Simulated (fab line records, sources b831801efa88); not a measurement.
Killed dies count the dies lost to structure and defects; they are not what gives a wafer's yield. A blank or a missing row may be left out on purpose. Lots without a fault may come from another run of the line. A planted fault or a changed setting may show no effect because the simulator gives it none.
Which of the tools did it? / flow gf180mcu / Sampling: 24 lots, 72 wafers, 5 of 602 route steps

WHAT THE GAUGES SHOWED, per wafer
GF_M3_RS_MEAS_05: measurement is done with a four-point probe. Usual: for M3_ALCU_RS the level is 0.0694 ohm/sq and the standard deviation is 0.0011.
lot=L074; measured=day 20 06:19; on=film-metro-01; M3_ALCU_RS (ohm/sq)=0.0694 0.0697 0.0696; flag=
lot=L075; measured=day 20 16:19; on=film-metro-01; M3_ALCU_RS (ohm/sq)=0.0713 0.0691 0.0707; flag=
lot=L076; measured=day 20 17:53; on=film-metro-03; M3_ALCU_RS (ohm/sq)=0.0702 0.0704 0.0697; flag=
lot=L077; measured=day 21 10:49; on=film-metro-03; M3_ALCU_RS (ohm/sq)=0.0682 0.0677 0.0685; flag=
lot=L078; measured=day 22 03:37; on=film-metro-03; M3_ALCU_RS (ohm/sq)=0.0712 0.0687 0.0695; flag=
lot=L079; measured=day 22 17:29; on=film-metro-01; M3_ALCU_RS (ohm/sq)=0.0692 0.0703 0.0687; flag=
lot=L080; measured=day 22 18:26; on=film-metro-01; M3_ALCU_RS (ohm/sq)=0.0707 0.0711 0.0697; flag=
lot=L083; measured=day 23 23:49; on=film-metro-01; M3_ALCU_RS (ohm/sq)=0.0678 0.0689 0.0699; flag=
lot=L081; measured=day 24 00:49; on=film-metro-03; M3_ALCU_RS (ohm/sq)=0.0696 0.0700 0.0703; flag=
lot=L082; measured=day 24 01:41; on=film-metro-03; M3_ALCU_RS (ohm/sq)=0.0704 0.0697 0.0700; flag=
lot=L084; measured=day 24 18:25; on=film-metro-03; M3_ALCU_RS (ohm/sq)=0.0711 0.0711 0.0696; flag=
lot=L085; measured=day 24 20:49; on=film-metro-04; M3_ALCU_RS (ohm/sq)=0.0698 0.0682 0.0695; flag=
lot=L086; measured=day 24 21:25; on=film-metro-04; M3_ALCU_RS (ohm/sq)=0.0691 0.0689 0.0697; flag=
lot=L088; measured=day 25 04:19; on=film-metro-04; M3_ALCU_RS (ohm/sq)=0.0679 0.0673 0.0682; flag=
lot=L087; measured=day 25 05:59; on=film-metro-03; M3_ALCU_RS (ohm/sq)=0.0676 0.0682 0.0674; flag=
lot=L091; measured=day 25 21:44; on=film-metro-03; M3_ALCU_RS (ohm/sq)=0.0684 0.0685 0.0681; flag=
lot=L089; measured=day 26 02:07; on=film-metro-03; M3_ALCU_RS (ohm/sq)=0.0715 0.0701 0.0710; flag=
lot=L090; measured=day 26 02:31; on=film-metro-03; M3_ALCU_RS (ohm/sq)=0.0691 0.0684 0.0692; flag=
lot=L092; measured=day 26 08:46; on=film-metro-01; M3_ALCU_RS (ohm/sq)=0.0707 0.0705 0.0697; flag=
lot=L093; measured=day 26 15:55; on=film-metro-01; M3_ALCU_RS (ohm/sq)=0.0681 0.0687 0.0707; flag=
lot=L094; measured=day 26 17:03; on=film-metro-01; M3_ALCU_RS (ohm/sq)=0.0686 0.0702 0.0679; flag=
lot=L095; measured=day 27 01:56; on=film-metro-04; M3_ALCU_RS (ohm/sq)=0.0689 0.0679 0.0675; flag=
lot=L096; measured=day 27 07:16; on=film-metro-03; M3_ALCU_RS (ohm/sq)=0.0695 0.0694 0.0683; flag=
lot=L097; measured=day 27 16:09; on=film-metro-04; M3_ALCU_RS (ohm/sq)=0.0714 0.0690 0.0713; flag=

GF_V5_BOW_MEAS_05. Usual: for V5_BOW the level is 132 um and the standard deviation is 11.
lot=L074; measured=day 26 04:56; on=film-metro-02; V5_BOW (um)=122 139 132; flag=
lot=L075; measured=day 26 12:26; on=film-metro-02; V5_BOW (um)=129 122 117; flag=
lot=L076; measured=day 26 15:05; on=film-metro-03; V5_BOW (um)=123 124 125; flag=
lot=L077; measured=day 27 03:46; on=film-metro-02; V5_BOW (um)=121 130 135; flag=
lot=L078; measured=day 27 19:02; on=film-metro-04; V5_BOW (um)=127 125 134; flag=
lot=L079; measured=day 28 05:35; on=film-metro-04; V5_BOW (um)=142 121 136; flag=
lot=L080; measured=day 28 05:40; on=film-metro-03; V5_BOW (um)=140 129 121; flag=
lot=L083; measured=day 29 08:59; on=film-metro-02; V5_BOW (um)=135 138 141; flag=
lot=L081; measured=day 29 09:15; on=film-metro-02; V5_BOW (um)=118 116 117; flag=
lot=L082; measured=day 29 10:22; on=film-metro-04; V5_BOW (um)=145 145 138; flag=
lot=L084; measured=day 29 23:30; on=film-metro-02; V5_BOW (um)=149 152 127; flag=
lot=L085; measured=day 30 03:43; on=film-metro-02; V5_BOW (um)=145 139 140; flag=
lot=L086; measured=day 30 05:20; on=film-metro-02; V5_BOW (um)=147 145 143; flag=
lot=L088; measured=day 30 11:38; on=film-metro-02; V5_BOW (um)=141 132 129; flag=
lot=L087; measured=day 30 11:54; on=film-metro-04; V5_BOW (um)=119 124 124; flag=
lot=L091; measured=day 31 01:55; on=film-metro-03; V5_BOW (um)=118 111 132; flag=
lot=L089; measured=day 31 04:27; on=film-metro-04; V5_BOW (um)=140 125 131; flag=
lot=L090; measured=day 31 04:50; on=film-metro-02; V5_BOW (um)=113 118 109; flag=
lot=L092; measured=day 31 09:57; on=film-metro-03; V5_BOW (um)=138 137 139; flag=
lot=L093; measured=day 31 14:01; on=film-metro-04; V5_BOW (um)=135 149 142; flag=
lot=L094; measured=day 31 17:20; on=film-metro-03; V5_BOW (um)=129 124 132; flag=
lot=L095; measured=day 32 01:40; on=film-metro-04; V5_BOW (um)=140 136 138; flag=
lot=L096; measured=day 32 05:53; on=film-metro-04; V5_BOW (um)=130 131 140; flag=
lot=L097; measured=day 32 12:46; on=film-metro-02; V5_BOW (um)=150 146 144; flag=

TOOL THAT RAN EACH LOT (tool first, then ch and the chambers of the sampled wafers, then the start)
lot=L074; GF_M2_SPUTTER_04=pvd-sputter-02, day 18 03:41; GF_MIM_SPUTTER_02=pvd-sputter-02, day 24 08:49; GF_MIM_SPUTTER_03=pvd-sputter-02, day 24 08:51
lot=L075; GF_M2_SPUTTER_04=pvd-sputter-03, day 18 13:08; GF_MIM_SPUTTER_02=pvd-sputter-02, day 24 17:05; GF_MIM_SPUTTER_03=pvd-sputter-02, day 24 17:07
lot=L076; GF_M2_SPUTTER_04=pvd-sputter-02, day 18 14:01; GF_MIM_SPUTTER_02=pvd-sputter-04, day 24 19:49; GF_MIM_SPUTTER_03=pvd-sputter-04, day 24 19:51
lot=L077; GF_M2_SPUTTER_04=pvd-sputter-04, day 19 07:58; GF_MIM_SPUTTER_02=pvd-sputter-02, day 25 09:53; GF_MIM_SPUTTER_03=pvd-sputter-02, day 25 09:55
lot=L078; GF_M2_SPUTTER_04=pvd-sputter-03, day 20 00:47; GF_MIM_SPUTTER_02=pvd-sputter-02, day 26 01:26; GF_MIM_SPUTTER_03=pvd-sputter-02, day 26 01:28
lot=L079; GF_M2_SPUTTER_04=pvd-sputter-03, day 20 15:55; GF_MIM_SPUTTER_02=pvd-sputter-02, day 26 12:04; GF_MIM_SPUTTER_03=pvd-sputter-02, day 26 12:06
lot=L080; GF_M2_SPUTTER_04=pvd-sputter-02, day 20 16:19; GF_MIM_SPUTTER_02=pvd-sputter-04, day 26 12:18; GF_MIM_SPUTTER_03=pvd-sputter-04, day 26 12:20
lot=L083; GF_M2_SPUTTER_04=pvd-sputter-03, day 21 22:56; GF_MIM_SPUTTER_02=pvd-sputter-01, day 27 16:57; GF_MIM_SPUTTER_03=pvd-sputter-01, day 27 16:59
lot=L081; GF_M2_SPUTTER_04=pvd-sputter-04, day 22 00:00; GF_MIM_SPUTTER_02=pvd-sputter-02, day 27 17:42; GF_MIM_SPUTTER_03=pvd-sputter-02, day 27 17:44
lot=L082; GF_M2_SPUTTER_04=pvd-sputter-02, day 22 00:36; GF_MIM_SPUTTER_02=pvd-sputter-02, day 27 18:19; GF_MIM_SPUTTER_03=pvd-sputter-02, day 27 18:21
lot=L084; GF_M2_SPUTTER_04=pvd-sputter-02, day 22 19:13; GF_MIM_SPUTTER_02=pvd-sputter-02, day 28 08:01; GF_MIM_SPUTTER_03=pvd-sputter-02, day 28 08:02
lot=L085; GF_M2_SPUTTER_04=pvd-sputter-02, day 22 22:03; GF_MIM_SPUTTER_02=pvd-sputter-02, day 28 12:37; GF_MIM_SPUTTER_03=pvd-sputter-02, day 28 12:38
lot=L086; GF_M2_SPUTTER_04=pvd-sputter-02, day 22 22:17; GF_MIM_SPUTTER_02=pvd-sputter-02, day 28 13:04; GF_MIM_SPUTTER_03=pvd-sputter-02, day 28 13:05
lot=L088; GF_M2_SPUTTER_04=pvd-sputter-04, day 23 05:32; GF_MIM_SPUTTER_02=pvd-sputter-01, day 28 19:31; GF_MIM_SPUTTER_03=pvd-sputter-01, day 28 19:33
lot=L087; GF_M2_SPUTTER_04=pvd-sputter-02, day 23 07:28; GF_MIM_SPUTTER_02=pvd-sputter-02, day 28 19:52; GF_MIM_SPUTTER_03=pvd-sputter-02, day 28 19:54
lot=L091; GF_M2_SPUTTER_04=pvd-sputter-02, day 23 23:28; GF_MIM_SPUTTER_02=pvd-sputter-04, day 29 10:49; GF_MIM_SPUTTER_03=pvd-sputter-04, day 29 10:50
lot=L089; GF_M2_SPUTTER_04=pvd-sputter-02, day 24 04:36; GF_MIM_SPUTTER_02=pvd-sputter-01, day 29 13:55; GF_MIM_SPUTTER_03=pvd-sputter-01, day 29 13:56
lot=L090; GF_M2_SPUTTER_04=pvd-sputter-04, day 24 04:43; GF_MIM_SPUTTER_02=pvd-sputter-04, day 29 14:50; GF_MIM_SPUTTER_03=pvd-sputter-04, day 29 14:52
lot=L092; GF_M2_SPUTTER_04=pvd-sputter-03, day 24 12:03; GF_MIM_SPUTTER_02=pvd-sputter-01, day 29 20:01; GF_MIM_SPUTTER_03=pvd-sputter-01, day 29 20:03
lot=L093; GF_M2_SPUTTER_04=pvd-sputter-04, day 24 18:44; GF_MIM_SPUTTER_02=pvd-sputter-01, day 30 01:38; GF_MIM_SPUTTER_03=pvd-sputter-01, day 30 01:40
lot=L094; GF_M2_SPUTTER_04=pvd-sputter-02, day 24 20:07; GF_MIM_SPUTTER_02=pvd-sputter-04, day 30 04:22; GF_MIM_SPUTTER_03=pvd-sputter-04, day 30 04:23
lot=L095; GF_M2_SPUTTER_04=pvd-sputter-04, day 25 05:25; GF_MIM_SPUTTER_02=pvd-sputter-04, day 30 12:10; GF_MIM_SPUTTER_03=pvd-sputter-04, day 30 12:12
lot=L096; GF_M2_SPUTTER_04=pvd-sputter-02, day 25 12:24; GF_MIM_SPUTTER_02=pvd-sputter-04, day 30 17:02; GF_MIM_SPUTTER_03=pvd-sputter-04, day 30 17:04
lot=L097; GF_M2_SPUTTER_04=pvd-sputter-04, day 25 21:27; GF_MIM_SPUTTER_02=pvd-sputter-01, day 31 00:08; GF_MIM_SPUTTER_03=pvd-sputter-01, day 31 00:10
- GF_M2_SPUTTER_04: material TiN, target thk 50 nm, time 41.7 s.
- GF_MIM_SPUTTER_02: material AlCu, target thk 450 nm, time 23.9 s.
- GF_MIM_SPUTTER_03: material Ti, target thk 10 nm, time 6.7 s.

AS READ BY THE TOOLS THEMSELVES (means over the sampled wafers that have a number; for cases with no such wafer, the mark the record gives instead)
GF_M2_SPUTTER_04. Usual: 29.4 % for throttle-valve-pct, sd 1.
lot=L074; tool=pvd-sputter-02; throttle-valve-pct (%)=29.3; flag=
lot=L075; tool=pvd-sputter-03; throttle-valve-pct (%)=30.0; flag=
lot=L076; tool=pvd-sputter-02; throttle-valve-pct (%)=28.4; flag=
lot=L077; tool=pvd-sputter-04; throttle-valve-pct (%)=29.6; flag=
lot=L078; tool=pvd-sputter-03; throttle-valve-pct (%)=30.1; flag=
lot=L079; tool=pvd-sputter-03; throttle-valve-pct (%)=30.3; flag=
lot=L080; tool=pvd-sputter-02; throttle-valve-pct (%)=29.2; flag=
lot=L083; tool=pvd-sputter-03; throttle-valve-pct (%)=29.9; flag=
lot=L081; tool=pvd-sputter-04; throttle-valve-pct (%)=29.6; flag=
lot=L082; tool=pvd-sputter-02; throttle-valve-pct (%)=29.2; flag=
lot=L084; tool=pvd-sputter-02; throttle-valve-pct (%)=30.4; flag=
lot=L085; tool=pvd-sputter-02; throttle-valve-pct (%)=28.3; flag=
lot=L086; tool=pvd-sputter-02; throttle-valve-pct (%)=28.1; flag=
lot=L088; tool=pvd-sputter-04; throttle-valve-pct (%)=29.7; flag=
lot=L087; tool=pvd-sputter-02; throttle-valve-pct (%)=30.1; flag=
lot=L091; tool=pvd-sputter-02; throttle-valve-pct (%)=29.7; flag=
lot=L089; tool=pvd-sputter-02; throttle-valve-pct (%)=29.4; flag=
lot=L090; tool=pvd-sputter-04; throttle-valve-pct (%)=29.7; flag=
lot=L092; tool=pvd-sputter-03; throttle-valve-pct (%)=30.3; flag=
lot=L093; tool=pvd-sputter-04; throttle-valve-pct (%)=29.3; flag=
lot=L094; tool=pvd-sputter-02; throttle-valve-pct (%)=27.9; flag=
lot=L095; tool=pvd-sputter-04; throttle-valve-pct (%)=29.5; flag=
lot=L096; tool=pvd-sputter-02; throttle-valve-pct (%)=28.6; flag=
lot=L097; tool=pvd-sputter-04; throttle-valve-pct (%)=29.6; flag=

GF_MIM_SPUTTER_02. Usual: 29.7 % for throttle-valve-pct, sd 1.2.
lot=L074; tool=pvd-sputter-02; throttle-valve-pct (%)=29.4; flag=
lot=L075; tool=pvd-sputter-02; throttle-valve-pct (%)=29.7; flag=
lot=L076; tool=pvd-sputter-04; throttle-valve-pct (%)=29.6; flag=
lot=L077; tool=pvd-sputter-02; throttle-valve-pct (%)=29.0; flag=
lot=L078; tool=pvd-sputter-02; throttle-valve-pct (%)=29.4; flag=
lot=L079; tool=pvd-sputter-02; throttle-valve-pct (%)=28.8; flag=
lot=L080; tool=pvd-sputter-04; throttle-valve-pct (%)=29.1; flag=
lot=L083; tool=pvd-sputter-01; throttle-valve-pct (%)=30.7; flag=
lot=L081; tool=pvd-sputter-02; throttle-valve-pct (%)=29.6; flag=
lot=L082; tool=pvd-sputter-02; throttle-valve-pct (%)=29.6; flag=
lot=L084; tool=pvd-sputter-02; throttle-valve-pct (%)=28.2; flag=
lot=L085; tool=pvd-sputter-02; throttle-valve-pct (%)=28.2; flag=
lot=L086; tool=pvd-sputter-02; throttle-valve-pct (%)=29.0; flag=
lot=L088; tool=pvd-sputter-01; throttle-valve-pct (%)=30.1; flag=
lot=L087; tool=pvd-sputter-02; throttle-valve-pct (%)=27.9; flag=
lot=L091; tool=pvd-sputter-04; throttle-valve-pct (%)=29.5; flag=
lot=L089; tool=pvd-sputter-01; throttle-valve-pct (%)=31.2; flag=
lot=L090; tool=pvd-sputter-04; throttle-valve-pct (%)=29.4; flag=
lot=L092; tool=pvd-sputter-01; throttle-valve-pct (%)=31.2; flag=
lot=L093; tool=pvd-sputter-01; throttle-valve-pct (%)=30.6; flag=
lot=L094; tool=pvd-sputter-04; throttle-valve-pct (%)=29.5; flag=
lot=L095; tool=pvd-sputter-04; throttle-valve-pct (%)=29.5; flag=
lot=L096; tool=pvd-sputter-04; throttle-valve-pct (%)=29.3; flag=
lot=L097; tool=pvd-sputter-01; throttle-valve-pct (%)=30.5; flag=

GF_MIM_SPUTTER_03. Usual: 29.7 % for throttle-valve-pct, sd 1.2.
lot=L074; tool=pvd-sputter-02; throttle-valve-pct (%)=29.3; flag=
lot=L075; tool=pvd-sputter-02; throttle-valve-pct (%)=29.7; flag=
lot=L076; tool=pvd-sputter-04; throttle-valve-pct (%)=29.6; flag=
lot=L077; tool=pvd-sputter-02; throttle-valve-pct (%)=29.0; flag=
lot=L078; tool=pvd-sputter-02; throttle-valve-pct (%)=29.6; flag=
lot=L079; tool=pvd-sputter-02; throttle-valve-pct (%)=28.8; flag=
lot=L080; tool=pvd-sputter-04; throttle-valve-pct (%)=29.4; flag=
lot=L083; tool=pvd-sputter-01; throttle-valve-pct (%)=30.9; flag=
lot=L081; tool=pvd-sputter-02; throttle-valve-pct (%)=29.5; flag=
lot=L082; tool=pvd-sputter-02; throttle-valve-pct (%)=29.7; flag=
lot=L084; tool=pvd-sputter-02; throttle-valve-pct (%)=28.3; flag=
lot=L085; tool=pvd-sputter-02; throttle-valve-pct (%)=28.1; flag=
lot=L086; tool=pvd-sputter-02; throttle-valve-pct (%)=28.9; flag=
lot=L088; tool=pvd-sputter-01; throttle-valve-pct (%)=30.2; flag=
lot=L087; tool=pvd-sputter-02; throttle-valve-pct (%)=27.8; flag=
lot=L091; tool=pvd-sputter-04; throttle-valve-pct (%)=29.5; flag=
lot=L089; tool=pvd-sputter-01; throttle-valve-pct (%)=31.3; flag=
lot=L090; tool=pvd-sputter-04; throttle-valve-pct (%)=29.4; flag=
lot=L092; tool=pvd-sputter-01; throttle-valve-pct (%)=31.3; flag=
lot=L093; tool=pvd-sputter-01; throttle-valve-pct (%)=30.5; flag=
lot=L094; tool=pvd-sputter-04; throttle-valve-pct (%)=29.6; flag=
lot=L095; tool=pvd-sputter-04; throttle-valve-pct (%)=29.4; flag=
lot=L096; tool=pvd-sputter-04; throttle-valve-pct (%)=29.1; flag=
lot=L097; tool=pvd-sputter-01; throttle-valve-pct (%)=30.8; flag=

THE ANSWER, worked out from the rows above alone
Rule: lot off if the mean of its wafers having a number is beyond 3 standard deviations from the usual mean. A lot without any number at a reading at which 4 lots or more have one is off too. Where the step has rows for the other lots, those lots are counted as sound. After the gauges, taken in route order, come the tools' own readings; for these a lot's mean is taken, as printed above. At the first step where some lot is off, the reading lying furthest off is the one used; lots without a number count as furthest.
No lot is off on any of the readings shown, so nothing can be concluded from this.

WHAT THE SIMULATOR HAD PUT IN
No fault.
